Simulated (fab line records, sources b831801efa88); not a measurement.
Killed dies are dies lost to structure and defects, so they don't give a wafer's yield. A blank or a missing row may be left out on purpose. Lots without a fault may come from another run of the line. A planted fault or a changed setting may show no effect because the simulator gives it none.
Which tool did it? | flow sky130 | 12 lots, 36 wafers sampled, at 5 steps of a route of 708

WHAT THE GAUGES READ, wafer by wafer
SKY_VT_ADJUST_PCH_OVL_MEAS_07. Usual: VT_ADJUST_PCH_OVL 0.4 nm, standard deviation 1.4.
lot  | measured     | on         | VT_ADJUST_PCH_OVL (nm) | flag
L449 | day 10 15:49 | overlay-02 | -0.3 -0.9 -0.3         |
L450 | day 10 22:16 | overlay-01 | 1.7 1.0 2.5            |
L451 | day 11 04:10 | overlay-01 | -1.4 -0.6 -0.3         |
L452 | day 11 13:38 | overlay-02 | 0.5 1.2 -0.5           |
L453 | day 11 19:20 | overlay-01 | 1.3 0.0 -0.1           |
L454 | day 12 03:05 | overlay-02 | -0.5 0.9 0.3           |
L455 | day 12 15:03 | overlay-01 | 2.2 2.0 1.4            |
L460 | day 14 04:14 | overlay-01 | 0.3 -1.3 -0.6          |
L462 | day 14 17:05 | overlay-01 | 1.2 0.3 0.5            |
L463 | day 15 12:37 | overlay-02 | 3.8 3.5 3.1            |
L464 | day 15 17:52 | overlay-01 | 0.5 0.3 0.4            |
L471 | day 17 20:11 | overlay-01 | 0.6 -1.0 0.3           |

SKY_VT_ADJUST_PCH_TW_MEAS_10. Usual: VT_ADJUST_PCH_TW 142.2, standard deviation 0.79.
lot  | measured     | on            | VT_ADJUST_PCH_TW  | flag
L449 | day 10 16:07 | film_metro-04 | 143.5 143.1 143.0 |
L450 | day 10 22:34 | film_metro-01 | 142.0 141.5 141.7 |
L451 | day 11 04:28 | film_metro-01 | 141.2 141.5 140.8 |
L452 | day 11 13:56 | film_metro-01 | 141.8 141.8 141.9 |
L453 | day 11 19:38 | film_metro-03 | 142.0 142.1 143.4 |
L454 | day 12 03:23 | film_metro-01 | 141.1 140.0 141.1 |
L455 | day 12 15:20 | film_metro-01 | 141.3 140.8 141.4 |
L460 | day 14 04:32 | film_metro-03 | 142.8 142.9 142.5 |
L462 | day 14 17:23 | film_metro-04 | 143.2 143.7 143.0 |
L463 | day 15 12:55 | film_metro-01 | 141.1 141.0 140.3 |
L464 | day 15 18:10 | film_metro-01 | 141.3 141.1 141.5 |
L471 | day 17 20:29 | film_metro-04 | 143.0 143.4 143.3 |

WHICH TOOL RAN EACH LOT (tool, then ch and the chambers of the sampled wafers, then the start)
lot  | SKY_FIELD_ISO_CMP_27         | SKY_PWDE_COAT_02                 | SKY_PWDE_STRIP_09
L449 | cmp-01 ch 0,1,2, day 2 14:46 | litho_track-01 ch 0, day 3 17:07 | plasma_asher-02 ch 0,1, day 4 02:08
L450 | cmp-01 ch 0,3, day 2 19:59   | litho_track-02 ch 0, day 3 22:50 | plasma_asher-02 ch 0,1, day 4 07:14
L451 | cmp-02 ch 0,2,3, day 3 00:23 | litho_track-03 ch 0, day 4 03:29 | plasma_asher-01 ch 0,1, day 4 12:20
L452 | cmp-01 ch 0,1,2, day 3 06:49 | litho_track-03 ch 0, day 4 10:08 | plasma_asher-03 ch 0,1, day 4 19:05
L453 | cmp-01 ch 1,2,3, day 3 11:08 | litho_track-02 ch 0, day 4 15:02 | plasma_asher-02 ch 0,1, day 4 23:13
L454 | cmp-02 ch 1,2,3, day 3 17:04 | litho_track-01 ch 0, day 4 20:04 | plasma_asher-01 ch 0,1, day 5 04:41
L455 | cmp-02 ch 2,3, day 3 23:28   | litho_track-03 ch 0, day 5 04:22 | plasma_asher-02 ch 1, day 5 14:11
L460 | cmp-02 ch 0,1,3, day 5 00:06 | litho_track-03 ch 0, day 6 06:53 | plasma_asher-01 ch 0,1, day 6 16:05
L462 | cmp-02 ch 0,1,3, day 5 09:28 | litho_track-01 ch 0, day 6 14:58 | plasma_asher-02 ch 0,1, day 7 01:10
L463 | cmp-02 ch 0,2, day 5 22:36   | litho_track-01 ch 0, day 7 05:37 | plasma_asher-02 ch 0,1, day 7 16:07
L464 | cmp-01 ch 0,2, day 6 01:25   | litho_track-01 ch 0, day 7 08:28 | plasma_asher-03 ch 0,1, day 7 18:59
L471 | cmp-01 ch 0,1, day 7 10:27   | litho_track-03 ch 0, day 8 21:29 | plasma_asher-03 ch 0,1, day 9 09:13
- SKY_FIELD_ISO_CMP_27: polishes, stops on Si3N4, t overpolish 16 s, target thk 457.8 nm.
- SKY_PWDE_COAT_02: resist thk 3000 nm.
- SKY_PWDE_STRIP_09: strips in O2/N2.

WHAT THE TOOLS THEMSELVES READ (means of the sampled wafers that have a number; where no wafer has one, the mark that the record gives instead)
SKY_FIELD_ISO_CMP_27. Usual: motor_current_A 12.2 A, standard deviation 1.1; overpolish_run_s 16.000 s, standard deviation 0.011; time_to_endpoint_s 112 s, standard deviation 3.5.
lot  | tool   | motor_current_A (A) | overpolish_run_s (s) | time_to_endpoint_s (s) | flag
L449 | cmp-01 | 11.8                | 16.005               | 114                    |
L450 | cmp-01 | 11.1                | 16.000               | 115                    |
L451 | cmp-02 | 12.5                | 16.009               | 115                    |
L452 | cmp-01 | 11.9                | 15.998               | 112                    |
L453 | cmp-01 | 12.2                | 15.999               | 112                    |
L454 | cmp-02 | 12.9                | 15.996               | 112                    |
L455 | cmp-02 | 11.5                | 15.998               | 109                    |
L460 | cmp-02 | 12.5                | 15.993               | 112                    |
L462 | cmp-02 | 12.3                | 15.994               | 113                    |
L463 | cmp-02 | 13.6                | 15.993               | 111                    |
L464 | cmp-01 | 10.9                | 16.002               | 112                    |
L471 | cmp-01 | 12.8                | 15.999               | 112                    |

SKY_PWDE_COAT_02. Usual: resist_line_temp_C 23.01 C, standard deviation 0.098; spin_speed_rpm 2000.1 rpm, standard deviation 1.5.
lot  | tool           | resist_line_temp_C (C) | spin_speed_rpm (rpm) | flag
L449 | litho_track-01 | 23.05                  | 1999.6               |
L450 | litho_track-02 | 23.02                  | 1999.5               |
L451 | litho_track-03 | 22.96                  | 1999.1               |
L452 | litho_track-03 | 22.84                  | 2000.7               |
L453 | litho_track-02 | 23.06                  | 2001.4               |
L454 | litho_track-01 | 23.04                  | 2001.2               |
L455 | litho_track-03 | 23.07                  | 2000.0               |
L460 | litho_track-03 | 23.02                  | 2000.6               |
L462 | litho_track-01 | 23.02                  | 1998.2               |
L463 | litho_track-01 | 22.94                  | 2000.2               |
L464 | litho_track-01 | 23.00                  | 2001.1               |
L471 | litho_track-03 | 22.99                  | 1999.2               |

SKY_PWDE_STRIP_09. Usual: drypump_motor_current_A 5.5 A, standard deviation 0.48; n2_flow_sccm 300.0 sccm, standard deviation 0.86; o2_flow_sccm 2999 sccm, standard deviation 8.3; oes_product_au 0.722 a.u., standard deviation 0.0046; strip_time_to_endpoint_s 36.94 s, standard deviation 0.12.
lot  | tool            | drypump_motor_current_A (A) | n2_flow_sccm (sccm) | o2_flow_sccm (sccm) | oes_product_au (a.u.) | strip_time_to_endpoint_s (s) | flag
L449 | plasma_asher-02 | 5.1                         | 299.1               | 2996                | 0.724                 | 36.94                        |
L450 | plasma_asher-02 | 5.0                         | 300.4               | 2997                | 0.726                 | 36.76                        |
L451 | plasma_asher-01 | 5.5                         | 300.8               | 3003                | 0.722                 | 36.83                        |
L452 | plasma_asher-03 | 5.8                         | 300.0               | 3009                | 0.718                 | 36.89                        |
L453 | plasma_asher-02 | 5.1                         | 301.0               | 3002                | 0.724                 | 37.07                        |
L454 | plasma_asher-01 | 5.6                         | 300.2               | 2997                | 0.724                 | 36.98                        |
L455 | plasma_asher-02 | 5.0                         | 300.4               | 3000                | 0.714                 | 12.94                        | OFF
L460 | plasma_asher-01 | 5.6                         | 299.4               | 3003                | 0.711                 | 12.93                        | OFF
L462 | plasma_asher-02 | 5.1                         | 300.9               | 2998                | 0.722                 | 37.11                        |
L463 | plasma_asher-02 | 5.0                         | 298.4               | 2991                | 0.722                 | 36.97                        |
L464 | plasma_asher-03 | 5.8                         | 300.5               | 2995                | 0.725                 | 37.08                        |
L471 | plasma_asher-03 | 6.1                         | 299.6               | 2996                | 0.720                 | 36.78                        |

THE ANSWER, worked out from the rows above alone
Rule: a lot is off if the mean of its wafers that have a number lies more than 3 standard deviations from the usual mean. A lot without any number at a reading at which 4 lots or more have one is off too. The other lots that the step has rows for count as sound. The gauges are gone through in route order, then the tools' own readings, and for those a lot's mean is taken as printed above. The first step at which some lot is off is used, and at that step the reading that is off furthest; a lot without a number counts as furthest.
Off: L455, L460, at SKY_PWDE_STRIP_09 (strip_time_to_endpoint_s).
A tool fits if, at that step or a process step before it, it ran every lot that is off, and no sound lot after the first of them. None of those tried fits.

WHAT THE SIMULATOR HAD PUT IN
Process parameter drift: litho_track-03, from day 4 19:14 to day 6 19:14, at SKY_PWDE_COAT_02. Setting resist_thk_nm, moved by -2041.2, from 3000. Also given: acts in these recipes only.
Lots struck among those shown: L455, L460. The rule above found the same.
